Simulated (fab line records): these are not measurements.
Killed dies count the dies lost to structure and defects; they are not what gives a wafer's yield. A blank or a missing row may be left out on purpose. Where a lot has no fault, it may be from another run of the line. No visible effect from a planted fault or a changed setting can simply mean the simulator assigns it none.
Matching of chambers    flow gf180mcu    cmp-01 running GF_V1_CMP_04: 4 sister chambers
The step polishes SiO2. 4 wafers are shown with their chamber, then 7 later ones without.

## WAFERS PAIRED WITH THEIR CHAMBERS
wafer   chamber  motor_current_A (A)
L865.5  0        11.9
L867.1  2        11.6
L869.1  1        11.7
L869.3  3        15.1

## WAFERS MISSING THEIR CHAMBER
wafer   motor_current_A (A)
L869.6  11.5
L870.1  11.8
L870.4  11.0
L870.5  12.6
L871.1  12.3
L871.3  14.5
L871.5  12.2

## EACH ONE'S CHAMBER
wafer   from the rows above           in truth
L869.6  can't be placed: 2 or 1 or 0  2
L870.1  can't be placed: 0 or 1 or 2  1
L870.4  can't be placed: 2 or 1 or 0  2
L870.5  can't be placed: 0 or 1 or 2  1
L871.1  can't be placed: 0 or 1 or 2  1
L871.3  3                             3
L871.5  can't be placed: 0 or 1 or 2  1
Correctly placed: 1 of 7. Unplaceable from these rows: 6, with the true chamber sitting among the candidates in 6. Placed wrongly: 0.
How it was worked out, from the rows above alone: a wafer's distance from a chamber is the root of the sum, over the readings, of the square of ((its reading less the chamber's mean) divided by the reading's scatter). If the next closest chamber is less than 2 further off than the closest, the wafer can't be placed; otherwise it belongs to the closest. For every chamber, the mean is computed from those of its wafers that are shown. The scatter: with one shown wafer a chamber, the root of the mean of the squares of how far each hidden wafer lies from its nearest shown one.
